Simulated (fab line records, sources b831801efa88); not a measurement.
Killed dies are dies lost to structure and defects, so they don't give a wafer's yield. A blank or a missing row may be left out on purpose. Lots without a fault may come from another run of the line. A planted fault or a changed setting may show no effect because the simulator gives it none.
Problem report in the 8D (eight disciplines) form, filled by code | flow gf180mcu | the parts of the form that need people (team, actions taken, sign-off) are left out

1. THE PROBLEM
time_to_endpoint_s at GF_V2_CMP_04 reads a mean of 44 s on 6 wafers of 2 lots; wafers without a fault read 81 s with a standard deviation of 4.8. That is -7.6 standard deviations from the usual mean.
The step: polishes SiO2.
First seen on wafer L551.1, day 27 05:41, on cmp-01. The record holds 42 wafers of 14 lots with a number at this step. Rule for "out", or "out of limits": more than 4 standard deviations from the usual mean. The other wafers with a number count as sound.

2. WHAT IT IS AND WHAT IT IS NOT
question                    | is                     | is not
which readings at this step | time_to_endpoint_s     | motor_current_A
which lots                  | L551, L552             | L529, L530, L531, L532, L533, L535, L536, L537, L539, L540, L541, L542
which wafers of those lots  | all that have a number | -
read on which tools         | cmp-01                 | cmp-02
when                        | from day 27 05:41      | up to then (36 sound wafers)

3. SUSPECTS, AND WHAT RULES EACH OUT
Counting: a tool at a process step up to the reading stays a suspect if it ran every lot that is out and no sound lot after the first of them.
- cmp-01 at GF_V2_CMP_04 (polishes SiO2): kept. It ran every lot that is out, first L551 (day 27 05:41), and no sound lot after that; its last sound lot up to then is L542 (day 24 01:30). Its own readings are out on those wafers: time_to_endpoint_s.
Left after counting: cmp-01 at GF_V2_CMP_04.

4. THE CAUSE (what the simulator had put in)
Process parameter drift: cmp-01, from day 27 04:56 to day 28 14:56, at GF_V2_CMP_04. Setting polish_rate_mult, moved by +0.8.
Counting left only this tool.

5. THE CHAIN OF EFFECTS, in route order
Each row: a reading whose mean over the struck wafers that have a number lies more than 3 standard deviations from the usual. Only readings for which the record gives a usual standard deviation are gone through. hours: the time from each lot's start at the first step in this table that gives one to its start at this step, as a median over the lots. sigmas: the change in usual standard deviations.
hours | step         | reading            | usual | on struck wafers | change | sigmas
0     | GF_V2_CMP_04 | time_to_endpoint_s | 81 s  | 44               | -37    | -7.6
The process steps in it:
- GF_V2_CMP_04: polishes SiO2.
Later measuring or inspecting steps at which every struck wafer that the step has a row for has a number for every such reading, and none has moved that far: GF_M3_OVL_MEAS_15.

6. WHAT WOULD HAVE CAUGHT IT SOONER
In this record the first reading out of limits was taken at day 27 05:41, 1 hour after the fault began at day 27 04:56.
